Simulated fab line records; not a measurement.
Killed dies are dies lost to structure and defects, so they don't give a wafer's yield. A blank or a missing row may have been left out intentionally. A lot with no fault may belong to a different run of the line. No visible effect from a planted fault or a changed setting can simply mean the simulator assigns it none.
fab line records ; flow sky130
[record] lots = 6; wafers = 18; lastDay = 50
route steps=708 shown POLY_GATE@233 LDD_N@237
lots that met no fault: taken from a fault-free run of the same line
startH: hours from the record's opening day to when the first of the lot's shown wafers began ; waitH: hours since the lot's step before ; " as in the row above ; L1.1+2: a single row standing in for several wafers ; - value missing, or start not given ; * or withheld: withheld ; < > ~ a bound
route shown NAME@n: names a module that has steps shown in the file, with the first one's number in the route ; usual: mean and standard deviation over wafers with no fault ; same: alike in all rows ; chamber/n: place in a boat ; sites: per-site readings ; _std_site: the values' standard deviation ; _edge_site: the outer-site mean with the inner-site mean subtracted ; radiusMm: how far each site lies from the wafer's centre ; mask NAME#n: copy n ; behind: the most recent tool/chamber to have shaped the wafer ; hold: the reason the lot was held/the length of the hold in hours/how it ended ; device: the n, p or np transistor that did not switch ; end of line: the route-end tests of the same wafers ; a step given without rows: its recipe and nothing more ; killed: not the wafer's yield, but the dies lost to structure and defects at the first sort ; map: per-die view of a wafer (x killed, . not killed, _ where there is no die)
set.NAME: the setting that was run; set.NAME@STEP: the one run at that earlier step ; model.NAME: the simulator's own value behind a step, which no gauge read
lots seen at some steps along the route; tables by step, rows by wafer
services: a tool's chamber out of use, with start hour (startH, from the record's first day; less than 0 if before it), hours out, and reason
[[steps]]
[step SKY_POLY_GATE_CLEAN_19]
[recipe] chemistry = SC1/SC2; mix = 1:4:20; tempC = 70; timeS = 150; dry = n2Spin
[step SKY_POLY_GATE_OXIDATION_20]
[recipe] tempC = 850; ambient = O2; stabiliseS = 600; purgeS = 300; targetThkA = 40; oxTimeS = 899
[step SKY_POLY_GATE_THK_MEAS_21]
[recipe] reads = SiO2_of_POLY_GATE_OXIDATION_20
[usual] POLY_GATE_OXIDATION_THK = 4.02/0.086
lot.wafer;tool;chamber;startH;waitH;POLY_GATE_OXIDATION_THK[nm]
L226.2;filmMetro-03;-;408.91;0.0;4.22
L226.4;filmMetro-03;-;408.91;0.0;4.13
L226.6;filmMetro-03;-;408.91;0.0;4.08
L229.1;filmMetro-01;-;417.39;0.1;4.13
L229.3;filmMetro-01;-;417.39;0.1;4.08
L229.5;filmMetro-01;-;417.39;0.1;4.07
L232.1;filmMetro-04;-;431.12;0.0;3.94
L232.3;filmMetro-04;-;431.12;0.0;3.92
L232.6;filmMetro-04;-;431.12;0.0;3.94
L235.2;filmMetro-01;-;450.14;0.0;4.09
L235.3;filmMetro-01;-;450.14;0.0;4.15
L235.5;filmMetro-01;-;450.14;0.0;4.15
L244.2;filmMetro-01;-;521.77;0.0;4.02
L244.5;filmMetro-01;-;521.77;0.0;4.09
L244.6;filmMetro-01;-;521.77;0.0;4.00
L249.1;filmMetro-04;-;569.32;0.0;3.94
L249.3;filmMetro-04;-;569.32;0.0;3.83
L249.5;filmMetro-04;-;569.32;0.0;3.94
[step SKY_POLY_GATE_CD_MEAS_22]
[usual] cdNm = 150.4/2.7
lot.wafer;tool;chamber;startH;waitH;cdNm
L226.2;cdSem-01;-;409.16;0.2;149.9
L226.4;cdSem-01;-;409.16;0.2;150.8
L226.6;cdSem-01;-;409.16;0.2;149.9
L229.1;cdSem-02;-;417.56;0.2;151.4
L229.3;cdSem-02;-;417.56;0.2;151.4
L229.5;cdSem-02;-;417.56;0.2;152.4
L232.1;cdSem-02;-;431.35;0.2;148.6
L232.3;cdSem-02;-;431.35;0.2;149.7
L232.6;cdSem-02;-;431.35;0.2;149.1
L235.2;cdSem-01;-;450.22;0.1;153.3
L235.3;cdSem-01;-;450.22;0.1;151.5
L235.5;cdSem-01;-;450.22;0.1;152.8
L244.2;cdSem-02;-;521.85;0.1;152.4
L244.5;cdSem-02;-;521.85;0.1;152.5
L244.6;cdSem-02;-;521.85;0.1;149.1
L249.1;cdSem-02;-;569.38;0.1;153.3
L249.3;cdSem-02;-;569.38;0.1;157.1
L249.5;cdSem-02;-;569.38;0.1;151.1
[step SKY_LDD_N_DEHYDRATE_00]
[recipe] tempC = 200; timeS = 60
[step SKY_LDD_N_HMDS_01]
[recipe] primeTimeS = 60; primeTempC = 120
[step SKY_LDD_N_COAT_02]
[recipe] resist = NOVOLAK; spinRpm = 3000; resistThkNm = 300
[step SKY_LDD_N_SOFTBAKE_03]
[recipe] tempC = 90; timeS = 60; resist = NOVOLAK
[step SKY_LDD_N_EXPOSE_04]
[recipe] maskId = NTM; targetCdNm = 840; na = 0.6; sourceShape = conventional; sigmaOuter = 0.6; doseMj = 110
[step SKY_LDD_N_PEB_05]
[recipe] tempC = withheld; timeS = *; resist = NOVOLAK
[step SKY_LDD_N_DEVELOP_06]
[recipe] developTimeS = 60; devTempC = 23
[step SKY_LDD_N_OVL_MEAS_07]
[usual] LDD_N_OVL = 0.4/1.4
lot.wafer;tool;chamber;startH;waitH;LDD_N_OVL[nm]
L226.2;overlay-02;-;438.39;0.1;2.2
L226.4;overlay-02;-;438.39;0.1;0.4
L226.6;overlay-02;-;438.39;0.1;1.6
L229.1;overlay-02;-;447.26;0.1;0.2
L229.3;overlay-02;-;447.26;0.1;1.7
L229.5;overlay-02;-;447.26;0.1;-0.1
L232.1;overlay-01;-;461.43;0.1;0.9
L232.3;overlay-01;-;461.43;0.1;-0.4
L232.6;overlay-01;-;461.43;0.1;-0.1
L235.2;overlay-02;-;481.12;0.1;-0.5
L235.3;overlay-02;-;481.12;0.1;1.9
L235.5;overlay-02;-;481.12;0.1;0.9
L244.2;overlay-02;-;551.54;0.1;0.8
L244.5;overlay-02;-;551.54;0.1;-2.3
L244.6;overlay-02;-;551.54;0.1;0.9
L249.1;overlay-01;-;599.38;0.1;1.4
L249.3;overlay-01;-;599.38;0.1;2.4
L249.5;overlay-01;-;599.38;0.1;1.2
[step SKY_LDD_N_IMPLANT_08]
[recipe] species = As; energyKev = 20; doseCm2 = 7.5e+13; tiltDeg = withheld; rotationDeg = 23
[usual] beamEnergyKeV = 20.000/0.0069; beamOnS = 10.00/0.23; doseIonsCm2 = 7.497e+13/7.6e+10
lot.wafer;tool;chamber;startH;waitH;beamEnergyKeV;beamOnS;doseIonsCm2
L226.2;implanter-03;0;438.44;0.0;20.002;9.65;7.502e+13
L226.4;implanter-03;0;438.44;0.0;19.998;10.07;7.499e+13
L226.6;implanter-03;0;438.44;0.0;20.000;9.93;7.499e+13
L229.1;implanter-02;0;447.30;0.0;20.006;10.40;7.507e+13
L229.3;implanter-02;0;447.30;0.0;20.000;9.99;7.496e+13
L229.5;implanter-02;0;447.30;0.0;20.007;9.94;7.519e+13
L232.1;implanter-02;-;461.47;0.0;-;-;-
L232.3;implanter-02;-;461.47;0.0;-;-;-
L232.6;implanter-02;-;461.47;0.0;-;-;-
L235.2;implanter-02;-;481.17;0.0;-;-;-
L235.3;implanter-02;-;481.17;0.0;-;-;-
L235.5;implanter-02;-;481.17;0.0;-;-;-
L244.2;implanter-04;0;551.59;0.0;19.982;9.60;7.496e+13
L244.5;implanter-04;0;551.59;0.0;19.975;9.86;7.49e+13
L244.6;implanter-04;0;551.59;0.0;19.994;10.14;7.499e+13
L249.1;implanter-03;0;599.42;0.0;19.996;9.76;7.507e+13
L249.3;implanter-03;0;599.42;0.0;19.998;10.17;7.501e+13
L249.5;implanter-03;0;599.42;0.0;19.989;10.24;7.501e+13
[step SKY_LDD_N_IMPLANT_09]
[recipe] species = As; energyKev = 20; doseCm2 = 7.641e+13; tiltDeg = withheld; rotationDeg = 113
[step SKY_LDD_N_IMPLANT_10]
[recipe] species = As; energyKev = 20; doseCm2 = 7.5e+13; tiltDeg = withheld; rotationDeg = 203
[step SKY_LDD_N_IMPLANT_11]
[recipe] species = As; energyKev = 20; doseCm2 = 7.5e+13; tiltDeg = withheld; rotationDeg = 293
[step SKY_LDD_N_IMPLANT_12]
[recipe] species = BF2; energyKev = 50; doseCm2 = 5e+12; tiltDeg = 30; rotationDeg = 0
[step SKY_LDD_N_IMPLANT_13]
[recipe] species = BF2; energyKev = 50; doseCm2 = 5e+12; tiltDeg = 30; rotationDeg = 90
[step SKY_LDD_N_IMPLANT_14]
[recipe] species = BF2; energyKev = 50; doseCm2 = 5e+12; tiltDeg = 30; rotationDeg = 180
[step SKY_LDD_N_IMPLANT_15]
[recipe] species = BF2; energyKev = 50; doseCm2 = 5e+12; tiltDeg = 30; rotationDeg = 270
[step SKY_LDD_N_STRIP_16]
[recipe] chemistry = O2/N2; powerW = 1400; pressureMtorr = 1500; platenTempC = withheld; o2FlowSccm = 3000; n2FlowSccm = 300; overashFraction = 0.5
[usual] drypumpMotorCurrentA = 5.77/0.29; n2FlowSccm = 300.0/0.96; oesProductAu = 0.406/0.0043; stripTimeToEndpointS = 4.319/0.013
lot.wafer;tool;chamber;startH;waitH;drypumpMotorCurrentA;n2FlowSccm;oesProductAu;rfHoursCounterH;stripTimeToEndpointS
L226.2;plasmaAsher-02;1;439.67;0.1;6.15;300.4;0.403;63;4.294
L226.4;plasmaAsher-02;0;439.67;0.1;5.30;299.8;0.402;-;4.314
L226.6;plasmaAsher-02;0;439.67;0.1;5.31;300.2;0.406;-;4.317
L229.1;plasmaAsher-04;1;448.50;0.1;6.01;300.7;0.400;77;4.297
L229.3;plasmaAsher-04;1;448.50;0.1;6.02;302.2;0.404;-;4.312
L229.5;plasmaAsher-04;0;448.50;0.1;5.59;299.9;0.411;-;4.329
L232.1;plasmaAsher-01;0;462.67;0.1;5.84;300.4;0.400;3;4.122
L232.3;plasmaAsher-01;1;462.67;0.1;5.68;299.2;0.404;-;4.129
L232.6;plasmaAsher-01;0;462.67;0.1;5.85;300.7;0.404;-;4.135
L235.2;plasmaAsher-02;0;482.35;0.1;5.33;299.2;0.398;67;4.140
L235.3;plasmaAsher-02;1;482.35;0.1;6.18;301.6;0.400;-;4.139
L235.5;plasmaAsher-02;0;482.35;0.1;5.31;299.2;0.410;-;4.142
L244.2;plasmaAsher-02;0;552.77;0.1;5.33;299.9;0.406;74;4.338
L244.5;plasmaAsher-02;0;552.77;0.1;5.33;300.2;0.406;-;4.335
L244.6;plasmaAsher-02;1;552.77;0.1;6.18;299.3;0.410;-;4.323
L249.1;plasmaAsher-01;1;600.62;0.1;5.73;299.5;0.410;17;4.327
L249.3;plasmaAsher-01;0;600.62;0.1;5.86;300.3;0.403;-;4.338
L249.5;plasmaAsher-01;0;600.62;0.1;5.86;299.5;0.403;-;4.323
[step SKY_LDD_N_TW_MEAS_17]
[usual] LDD_N_TW = 2574/14
lot.wafer;tool;chamber;startH;waitH;LDD_N_TW
L226.2;filmMetro-02;-;439.78;0.1;2537
L226.4;filmMetro-02;-;439.78;0.1;2532
L226.6;filmMetro-02;-;439.78;0.1;2545
L229.1;filmMetro-03;-;448.60;0.1;2569
L229.3;filmMetro-03;-;448.60;0.1;2577
L229.5;filmMetro-03;-;448.60;0.1;2581
L232.1;filmMetro-03;-;462.77;0.1;2445
L232.3;filmMetro-03;-;462.77;0.1;2433
L232.6;filmMetro-03;-;462.77;0.1;2433
L235.2;filmMetro-03;-;482.46;0.1;2444
L235.3;filmMetro-03;-;482.46;0.1;2433
L235.5;filmMetro-03;-;482.46;0.1;2441
L244.2;filmMetro-03;-;552.88;0.1;2588
L244.5;filmMetro-03;-;552.88;0.1;2577
L244.6;filmMetro-03;-;552.88;0.1;2590
L249.1;filmMetro-01;-;600.72;0.1;2583
L249.3;filmMetro-01;-;600.72;0.1;2605
L249.5;filmMetro-01;-;600.72;0.1;2585
[[services]]
tool;chamber;startH;hours;kind
plasmaAsher-01;-;421.25;9.0;pm
plasmaAsher-01;0;421.25;9.0;ventCycle
plasmaAsher-01;1;421.25;9.0;ventCycle
plasmaAsher-04;-;421.81;2.0;repair
implanter-02;-;428.85;1.5;repair
plasmaAsher-01;0;430.25;-;clean
plasmaAsher-01;1;430.25;-;clean
implanter-04;-;433.40;4.1;repair
implanter-03;-;442.35;4.3;pm
plasmaAsher-02;-;448.25;2.8;pm
plasmaAsher-04;-;494.87;1.0;repair
implanter-04;-;532.23;3.4;repair
implanter-03;-;583.00;14.2;pm
implanter-02;-;597.45;4.5;pm
[[key]]
[firstSign] step = SKY_LDD_N_IMPLANT_08; reading = toolRecord; direction = missing
[effect] step = SKY_LDD_N_STRIP_16; reading = stripTimeToEndpointS; direction = down; sigmas = 14; usual = *; struck = *
[effect] step = SKY_LDD_N_TW_MEAS_17; reading = LDD_N_TW; direction = down; sigmas = 9.6; usual = 2574; struck = 2438
metAt SKY_LDD_N_IMPLANT_08
struckWafers L232.1,L232.3,L232.6,L235.2,L235.3,L235.5
laterRowsLeftOut L232.1,L232.3,L232.6,L235.2,L235.3,L235.5
sortLeftOut L232.1,L232.3,L232.6,L235.2,L235.3,L235.5
testerLeftOut L232,L235
onsetBetween 447.30 461.47
[fault] kind = skippedStepWhole; tool = implanter-02; chamber = -; onsetH = 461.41; steps = SKY_LDD_N_IMPLANT_08; scope = struckLotsOnly
// testerLeftOut: of these lots the tester's yield and bins aren't shown, on N5 and GAA mostly nor the transistor test; their killed dies are dies lost to structure and defects alone, not to doping, threshold or leakage, so they don't give the yield
// sortLeftOut: the simulated sort isn't trusted on such a fault, so these wafers' sort isn't shown, and their yield isn't known
// laterRowsLeftOut: the simulator's readings of these wafers behind a module that went badly wrong aren't trusted and aren't shown, but for the sort
